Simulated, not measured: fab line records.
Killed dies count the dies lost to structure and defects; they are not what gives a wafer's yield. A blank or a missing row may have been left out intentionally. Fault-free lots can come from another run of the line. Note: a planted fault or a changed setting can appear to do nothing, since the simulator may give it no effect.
8D (eight disciplines) problem report, filled in by code + flow gf180mcu + the parts of the form that need people (team, actions taken, sign-off) are left out

## 1. WHAT WENT WRONG
MVSD_TW at GF_MVSD_TW_MEAS_11 reads a mean of 1777 on 9 wafers of 3 lots; wafers without a fault read 1592 with a standard deviation of 11. That puts it +17 standard deviations away from the usual mean.
The first sign was on wafer L562.3 at day 9 03:47, on film-metro-03. At this step, 39 wafers from 13 lots have a number in the record. Rule for "out" (also "out of limits"): further than 4 standard deviations from the usual mean. The rest of the wafers with a number are treated as sound.

## 2. WHAT IT IS, AND WHAT IT ISN'T
| question                    | is                     | is not                                                              |
|-----------------------------|------------------------|---------------------------------------------------------------------|
| which readings at this step | MVSD_TW                | -                                                                   |
| which lots                  | L562, L564, L565       | L543, L544, L552, L553, L554, L555, L558, L559, L561, L563          |
| which wafers of those lots  | all that have a number | -                                                                   |
| read on which gauges        | film-metro-03          | film-metro-01, film-metro-04                                        |
| when                        | from day 9 03:47       | up to then (27 sound wafers); but 3 sound wafers of L563 came after |

## 3. THE SUSPECTS, EACH WITH WHAT RULES IT OUT
Counting: a tool at a process step up to the reading stays a suspect if it ran every lot that is out and no sound lot after the first of them.
- the gauge at GF_MVSD_TW_MEAS_11: ruled out. All the wafers that are out were read on film-metro-03, but those of them that GF_MVSD_IMPLANT_08 has rows for are out there too, on other tools.
- implanter-04 at GF_MVSD_IMPLANT_08: kept. It processed each lot that is out, first L562 at day 9 03:25, and no sound lot thereafter; up to then, the last sound lot it processed was L559 at day 8 07:21. Its own tilt-deg readings are out on those wafers.
Left after counting: implanter-04 at GF_MVSD_IMPLANT_08.

## 4. THE CAUSE (what the simulator had put in)
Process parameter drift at GF_MVSD_IMPLANT_08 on implanter-04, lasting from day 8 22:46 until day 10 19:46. The setting tilt-deg was moved by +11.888, starting from 0. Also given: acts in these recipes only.
After counting, this tool was the only one left.

## 5. SEQUENCE OF EFFECTS, ordered by route
Each row: a reading where the mean over the struck wafers with a number is more than 3 standard deviations away from the usual. Only readings for which the record gives a usual standard deviation are gone through. hours: the time from each lot's start at the first step in this table that gives one to its start at this step, as a median over the lots. sigmas: the change in usual standard deviations.
| hours | step               | reading  | usual         | on struck wafers | change  | sigmas      |
|-------|--------------------|----------|---------------|------------------|---------|-------------|
| 0     | GF_MVSD_IMPLANT_08 | tilt-deg | 0.001 degrees | 11.902           | +11.901 | +99 or more |
| 0     | GF_MVSD_TW_MEAS_11 | MVSD_TW  | 1592          | 1777             | +185    | +17         |
It contains these process steps:
- GF_MVSD_IMPLANT_08
At these later measuring or inspecting steps, every struck wafer for which the step has a row has a number for every such reading, and none has moved that far: GF_PSD_CD_MEAS_07.

## 6. WHAT WOULD HAVE CAUGHT IT SOONER
The first out-of-limits reading at a measuring or inspecting step in this record came at day 9 03:47, 5 hours after the fault's start at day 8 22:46.
The tool's own readings at GF_MVSD_IMPLANT_08 were out on every struck wafer that the step has a row for (tilt-deg): an alarm limit on them would have fired on the first of those.
Lots out: 3; of these, L564, L565 started GF_MVSD_IMPLANT_08 on implanter-04 after day 9 03:47. A hold on the tool at that time would have spared those 2.
